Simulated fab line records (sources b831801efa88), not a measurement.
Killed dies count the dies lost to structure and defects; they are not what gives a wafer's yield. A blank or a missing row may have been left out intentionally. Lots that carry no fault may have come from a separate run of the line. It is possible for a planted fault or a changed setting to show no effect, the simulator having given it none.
Which of the tools did it?	flow sky130	Sampling: 12 lots, 36 wafers, 6 of 708 route steps

WHAT EACH GAUGE READ, for each wafer
SKY_SD_P_TW_MEAS_11.
lot	measured	on	SD_P_TW
L784	day 24 23:34	film metro-03	2828 2834 2849
L788	day 27 05:31	film metro-03	2820 2814 2820
L790	day 27 23:43	film metro-01	2812 2812 2805
L796	day 30 00:26	film metro-01	2827 2822 2819
L795	day 30 02:25	film metro-03	2828 2829 2805
L798	day 30 07:45	film metro-03	2819 2836 2816
L800	day 30 22:04	film metro-01	2820 2828 2822
L801	day 31 08:31	film metro-01	2809 2821 2813
L802	day 31 11:20	film metro-02	2829 2824 2830
L804	day 32 09:36	film metro-01	2820 2825 2829
L806	day 33 01:13	film metro-03	2843 2835 2837
L807	day 33 02:50	film metro-01	2807 2817 2810

SKY_SD_N_CD_MEAS_07: the cd target is 380 nm.
lot	measured	on	cd nm (nm)
L784	day 27 09:30	cd sem-02	375.8 374.0 373.9
L788	day 29 15:31	cd sem-02	383.3 379.9 381.0
L790	day 30 08:45	cd sem-01	379.9 381.9 381.1
L796	day 32 07:23	cd sem-01	381.0 380.5 380.6
L795	day 32 09:06	cd sem-01	380.1 376.0 379.7
L798	day 32 14:19	cd sem-02	381.9 382.9 384.3
L800	day 33 03:49	cd sem-01	378.4 379.1 378.6
L801	day 33 13:32	cd sem-01	380.2 380.4 377.5
L802	day 33 16:56	cd sem-01	379.1 377.7 378.3
L804	day 34 15:07	cd sem-01	386.8 386.9 385.0
L806	day 35 06:15	cd sem-01	384.1 382.0 380.0
L807	day 35 08:12	cd sem-01	380.4 383.4 383.0

SKY_SD_N_RS_MEAS_16: the measuring method here is four-point-probe.
lot	measured	on	SD_N_RS (ohm/sq)
L784	day 27 10:20	film metro-03	68.55 68.64 68.56
L788	day 29 16:22	film metro-01	68.49 68.61 68.54
L790	day 30 09:37	film metro-01	68.58 68.63 68.56
L796	day 32 08:14	film metro-01	68.63 68.41 68.52
L795	day 32 09:57	film metro-02	69.21 69.23 69.16 69.24 69.18 69.23
L798	day 32 15:10	film metro-03	69.41 69.21 69.26 69.41 69.34 69.09
L800	day 33 04:40	film metro-03	68.82 68.73 68.62
L801	day 33 14:22	film metro-01	68.47 68.39 68.50
L802	day 33 17:46	film metro-02	68.55 68.63 68.58
L804	day 34 15:58	film metro-03	68.70 68.54 68.49
L806	day 35 07:05	film metro-02	68.67 68.50 68.52
L807	day 35 09:02	film metro-03	68.57 68.55 68.65

EACH LOT AND THE TOOL THAT RAN IT (in order: tool; ch and the chambers of the sampled wafers; start)
lot	SKY_RES_XHIGH_STRIP_08	SKY_SD_N_IMPLANT_09	SKY_SD_N_STRIP_11
L784	plasma asher-01 ch 0,1, day 26 05:02	implanter-02 ch 0, day 27 09:40	plasma asher-04 ch 0,1, day 27 09:56
L788	plasma asher-04 ch 0,1, day 28 10:50	implanter-01 ch 0, day 29 15:41	plasma asher-01 ch 0,1, day 29 15:57
L790	plasma asher-04 ch 0,1, day 29 04:18	implanter-02 ch 0, day 30 08:55	plasma asher-01 ch 0,1, day 30 09:11
L796	plasma asher-02 ch 0,1, day 31 04:32	implanter-01 ch 0, day 32 07:34	plasma asher-04 ch 0,1, day 32 07:49
L795	plasma asher-02 ch 0,1, day 31 05:55	implanter-01 ch 0, day 32 09:16	plasma asher-03 ch 0,1, day 32 09:32
L798	plasma asher-02 ch 0,1, day 31 11:47	implanter-01 ch 0, day 32 14:29	plasma asher-01 ch 0,1, day 32 14:46
L800	plasma asher-01 ch 0,1, day 32 00:57	implanter-03 ch 0, day 33 03:59	plasma asher-04 ch 0,1, day 33 04:15
L801	plasma asher-02 ch 0,1, day 32 11:30	implanter-03 ch 0, day 33 13:41	plasma asher-03 ch 0,1, day 33 13:59
L802	plasma asher-02 ch 0,1, day 32 14:08	implanter-02 ch 0, day 33 17:05	plasma asher-03 ch 0,1, day 33 17:23
L804	plasma asher-04 ch 0,1, day 33 12:02	implanter-03 ch 0, day 34 15:17	plasma asher-03 ch 0,1, day 34 15:34
L806	plasma asher-04 ch 0,1, day 34 02:44	implanter-02 ch 0, day 35 06:25	plasma asher-04 ch 0,1, day 35 06:41
L807	plasma asher-01 ch 0,1, day 34 05:22	implanter-03 ch 0, day 35 08:22	plasma asher-04 ch 0,1, day 35 08:38
- SKY_RES_XHIGH_STRIP_08: strips in O2/N2.
- SKY_SD_N_IMPLANT_09
- SKY_SD_N_STRIP_11: strips in O2/N2.

AS READ BY THE TOOLS THEMSELVES (means over the sampled wafers that have a number; for cases with no such wafer, the mark the record gives instead)
SKY_RES_XHIGH_STRIP_08.
lot	tool	drypump motor current A (A)	oes product au (a.u.)	strip time to endpoint s (s)
L784	plasma asher-01	5.6	0.712	14.30
L788	plasma asher-04	5.8	0.708	14.26
L790	plasma asher-04	5.8	0.708	14.31
L796	plasma asher-02	5.9	0.710	14.27
L795	plasma asher-02	5.9	0.712	14.27
L798	plasma asher-02	5.8	0.712	14.21
L800	plasma asher-01	5.6	0.715	14.31
L801	plasma asher-02	5.9	0.705	14.17
L802	plasma asher-02	5.9	0.709	14.28
L804	plasma asher-04	5.3	0.710	14.29
L806	plasma asher-04	5.7	0.713	14.28
L807	plasma asher-01	5.6	0.713	14.27

SKY_SD_N_STRIP_11.
lot	tool	drypump motor current A (A)	oes product au (a.u.)	strip time to endpoint s (s)
L784	plasma asher-04	5.3	0.523	22.61
L788	plasma asher-01	5.5	0.531	22.53
L790	plasma asher-01	5.5	0.529	22.57
L796	plasma asher-04	5.3	0.527	22.55
L795	plasma asher-03	5.2	0.530	22.26
L798	plasma asher-01	5.9	0.535	22.26
L800	plasma asher-04	5.8	0.527	22.52
L801	plasma asher-03	5.5	0.526	22.51
L802	plasma asher-03	5.5	0.527	22.50
L804	plasma asher-03	5.1	0.526	22.50
L806	plasma asher-04	5.7	0.534	22.57
L807	plasma asher-04	5.8	0.527	22.55

THE ANSWER, worked out from the rows above alone
Rule: the lots themselves supply what counts as usual. The widest of any qualifying gaps counts: lots, ordered by their means at a reading, are off when they make up no more than a third of the lots, leave a main group of 4 or more, and stand apart from it by 3 or more times the standard deviation of that group's means. A main group is skipped when, at the precision printed for the reading in the tables above, its means are all equal. A lot without any number at a reading at which 4 lots or more have one is off too. All remaining lots with rows at the step are treated as sound. First the gauges in route order, then the tools' own readings, where a lot's mean is used as printed above. The first step at which some lot is off is used, and at that step the reading that is off furthest; a lot without a number counts as furthest.
Off: L795, L798, at SKY_SD_N_RS_MEAS_16 (SD_N_RS). Mean 68.57 ohm/sq and standard deviation 0.064 in the main group.
A tool fits if, at a process step before that reading, it ran every lot that is off, and no sound lot after the first of them. The gauges at SKY_SD_N_RS_MEAS_16 aren't tried: what is off there is off at SKY_SD_N_STRIP_11 too, on other tools, and a gauge's error can't cause that. One candidate fits, namely implanter-01 at SKY_SD_N_IMPLANT_09. Its last sound lot is L796 (day 32 07:34), its first lot that is off L795 (day 32 09:16): a fault that began between those two fits.

WHAT THE SIMULATOR HAD PUT IN
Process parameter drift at SKY_SD_N_IMPLANT_09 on implanter-01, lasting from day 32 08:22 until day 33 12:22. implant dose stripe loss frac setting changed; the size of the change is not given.
Lots struck among those shown: L795, L798. The same result came from the rule above.
